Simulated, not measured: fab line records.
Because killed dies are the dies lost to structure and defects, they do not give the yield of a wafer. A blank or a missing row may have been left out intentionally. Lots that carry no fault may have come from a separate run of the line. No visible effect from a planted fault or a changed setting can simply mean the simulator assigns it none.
Comparing a struck lot with a sound one / flow sky130 / 16 steps out of a route of 708
Sound: these wafers, L858.4, L858.5, L858.6. Struck: wafer L866.1. (L866.2, L866.5 of the same lot were not struck and are left out.) The cause comes at the end.
For every step that has rows: the tool of each side, followed by ch and its chambers, followed by its first start. Under that, the readings that differ: sound wafers / struck wafers / difference of the means / sigmas: that difference in standard deviations of wafers without a fault.
alike: words and numbers the same on both sides, and readings whose means are apart by under 2 such deviations; not compared: readings that were withheld, readings missing a value for some wafer, numbers with overlapping values and no deviation given by the record, and bounds like >300 which may hide the same value.
A row with sigmas, a row that says differs or no value, or rows on one side alone: a step with any of these is where the two part. Numbers that don't overlap but have no deviation are shown without sigmas and don't part them. A reading that every wafer of one side lacks parts them only if that side has two wafers or more.

first, 3 steps without rows for these wafers: SKY_METAL2_EXPOSE_12 (exposes mask MM2, target cd 140 nm); SKY_METAL2_PEB_13; SKY_METAL2_DEVELOP_14 (develop time 60 s).
SKY_METAL2_CD_MEAS_15 targets a cd of 140 nm.
  sound on cd sem-02, day 36 14:47; struck on cd sem-02, day 41 02:31
reading=cd nm (nm); sound=138.0 138.3 140.5; struck=142.0; difference=+3.1; sigmas=+2
SKY_METAL2_OVL_MEAS_16:
  sound on overlay-01, day 36 14:51; struck on overlay-02, day 41 02:38
  alike: METAL2_OVL
SKY_METAL2_DESCUM_17: chemistry O2, time 8 s.
  sound on rie metal-01 ch 0,1, day 36 14:53; struck on rie metal-01 ch 1, day 41 02:41
reading=rf hours counter h (h); sound=- - -; struck=13; difference=no value on the sound wafers; sigmas=
  alike: chamber pressure mTorr, drypump motor current A, oes product au
SKY_METAL2_ETCH_18: etches BARC in N2/H2, stops on SiO2, time 45.9 s, target depth 60 nm.
  sound on rie metal-01 ch 0,1, day 36 14:56; struck on rie metal-01 ch 1, day 41 02:43
reading=chamber pressure mTorr (mTorr); sound=30.002 30.033 29.928; struck=30.045; difference=+0.057; sigmas=+2
reading=rf hours counter h (h); sound=- - -; struck=14; difference=no value on the sound wafers; sigmas=
  alike: drypump motor current A, oes product au, throttle valve pct
SKY_METAL2_METAL_ETCH_19: etches the open film in Cl2/BCl3, stops on SiO2, target depth 360 nm, time 78 s.
  sound on rie metal-01 ch 0,1, day 36 15:00; struck on rie metal-01 ch 1, day 41 02:47
reading=rf hours counter h (h); sound=- - -; struck=14; difference=no value on the sound wafers; sigmas=
  alike: bcl3 flow sccm, chamber pressure mTorr, drypump motor current A, oes product au, throttle valve pct
SKY_METAL2_STRIP_20: strips in O2/N2.
  sound on plasma asher-01 ch 0,1, day 36 15:05; struck on plasma asher-02 ch 0, day 41 02:52
reading=rf hours counter h (h); sound=- - -; struck=22; difference=no value on the sound wafers; sigmas=
  alike: chamber pressure mTorr, drypump motor current A, oes product au, strip time to endpoint s
then, 3 steps without rows for these wafers: SKY_METAL2_STRIP_21 (strips in post etch residue remover, time 1200 s); SKY_METAL2_CLEAN_22 (cleans in IPA, time 180 s); SKY_METAL2_CLEAN_23 (cleans in O3/DIW).
SKY_VIA2_HDPCVD_00: deposits SiO2, target thk 1180 nm, time 196.7 s.
  sound on hdpcvd-01 ch 0,1,2, day 36 15:45; struck on hdpcvd-02 ch 2, day 41 03:28
reading=sih4 flow sccm (sccm); sound=60.04 60.21 60.24; struck=48.28; difference=-11.88; sigmas=-70
reading=model.SiO2_of_VIA2_HDPCVD_00.thk nm (nm); sound=1172 1172 1180; struck=952.7; difference=-222.0; sigmas=
SKY_VIA2_THK_MEAS_01:
  sound on film metro-02, day 36 15:50; struck on film metro-01, day 41 03:35
reading=VIA2_HDPCVD_THK (nm); sound=1171 1172 1180; struck=953; difference=-221; sigmas=-18
SKY_VIA2_CMP_02: polishes SiO2.
  sound on cmp-02 ch 0,3, day 36 15:55; struck on cmp-01 ch 1, day 41 03:41
  alike: motor current A
-- the record jumps here: 9 days lie between the struck wafers' starts before and after (it left off in module VIA2 and takes up again in module PAD_OPEN, whose first step shown is number 708 of the route) --
SKY_PAD_OPEN_PROBE_99:
  sound on prober-01, day 46 21:32; struck on prober-01, day 50 08:31
reading=killed_at_M4_up; sound=3 6 5; struck=0; difference=-5; sigmas=-2
  alike: defect limited yield, killed_at_M0_to_M3, killed at contacts, killed at front end, killed at other, killed dies, killed open, killed short, sort_bin_3_pad_short, sort_bin_5_function, sort_bin_6_memory, sort n pass, sort yield pct

== WHERE THEY PART ==
Earliest at SKY_METAL2_CD_MEAS_15; latest, in this record, at SKY_PAD_OPEN_PROBE_99.

WHY: what the simulator had put in
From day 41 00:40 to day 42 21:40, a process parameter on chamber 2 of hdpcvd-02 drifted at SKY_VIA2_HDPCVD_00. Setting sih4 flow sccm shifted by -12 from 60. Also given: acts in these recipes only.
